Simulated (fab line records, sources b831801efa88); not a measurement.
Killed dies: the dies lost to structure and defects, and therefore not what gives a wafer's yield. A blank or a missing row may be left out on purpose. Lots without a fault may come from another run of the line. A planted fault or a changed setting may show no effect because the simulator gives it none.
Code-filled problem report in 8D (eight disciplines) form || flow sky130 || the parts of the form that need people (team, actions taken, sign-off) are left out

== 1. THE PROBLEM ==
Wafers without a fault read 16, standard deviation 4.3; killed_at_front_end at SKY_PAD_OPEN_PROBE_99 reads a mean of 59 on 6 wafers belonging to 2 lots. Measured from the usual mean, that is +10 standard deviations.
The first sign was on wafer L919.3 at day 47 07:26, on prober-01. The record has a number at this step for 6 wafers belonging to 2 lots. Rule for "out", or "out of limits": more than 4 standard deviations from the usual mean. The rest of the wafers with a number are treated as sound.

== 2. WHAT IT IS AND WHAT IT IS NOT ==
{"question": "which readings at this step", "is": "killed_at_front_end", "is not": "killed_at_M0_to_M3, killed_at_M4_up, killed_at_contacts, killed_at_other"}
{"question": "which lots", "is": "L919, L921", "is not": "-"}
{"question": "which wafers of those lots", "is": "all that have a number", "is not": "-"}
{"question": "read on which tools", "is": "prober-01", "is not": "-"}
{"question": "when", "is": "from day 47 07:26", "is not": "up to then (0 sound wafers)"}

== 3. THE SUSPECTS, EACH WITH WHAT RULES IT OUT ==
Counting: a tool at a process step up to the reading stays a suspect if it ran every lot that is out and no sound lot after the first of them.
- plasma_asher-04 at SKY_LDD_N_STRIP_16 (strips in O2/N2): kept. It ran every lot that is out, first L919 (day 19 10:35), and no sound lot after that.
- cmp-02 at SKY_VIA4_CMP_02 (polishes SiO2): kept. It ran every lot that is out, first L919 (day 43 20:34), and no sound lot after that.
- prober-01 at SKY_PAD_OPEN_PROBE_99: kept. It ran every lot that is out, first L919 (day 47 07:26), and no sound lot after that. Its own readings are out on those wafers: killed_at_front_end.
The count leaves plasma_asher-04 at SKY_LDD_N_STRIP_16, cmp-02 at SKY_VIA4_CMP_02, and prober-01 at SKY_PAD_OPEN_PROBE_99.

== 4. THE CAUSE (what the simulator had put in) ==
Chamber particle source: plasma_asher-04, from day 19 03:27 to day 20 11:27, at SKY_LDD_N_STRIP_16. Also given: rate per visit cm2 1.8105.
3 suspects survive the count, and this tool is in that group.

== 5. THE CHAIN OF EFFECTS, in route order ==
One row per reading whose mean, taken over the struck wafers that have a number, lies over 3 standard deviations from the usual. Only readings for which the record gives a usual standard deviation are gone through. hours: the time from each lot's start at the first step in this table that gives one to its start at this step, as a median over the lots. sigmas: the change in usual standard deviations.
{"hours": 0, "step": "SKY_PAD_OPEN_PROBE_99", "reading": "killed_at_front_end", "usual": 16, "on struck wafers": 59, "change": "+43", "sigmas": "+10"}
{"hours": 0, "step": "SKY_PAD_OPEN_PROBE_99", "reading": "killed_dies", "usual": 88, "on struck wafers": 124, "change": "+36", "sigmas": "+4.2"}
It contains these process steps:
- SKY_PAD_OPEN_PROBE_99

== 6. WHAT WOULD HAVE CAUGHT IT SOONER ==
First out-of-limits reading in this record: day 47 07:26, which is 676 hours after fault onset at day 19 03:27.
An alarm limit of 4 standard deviations would not have fired on the tool readings at SKY_LDD_N_STRIP_16 for which the record gives a usual standard deviation, since none of them was out on any struck wafer.
Each of the lots that are out, 2 in all, had begun SKY_LDD_N_STRIP_16 on plasma_asher-04 no later than day 47 07:26. None of them would have been spared by holding the tool at that moment.
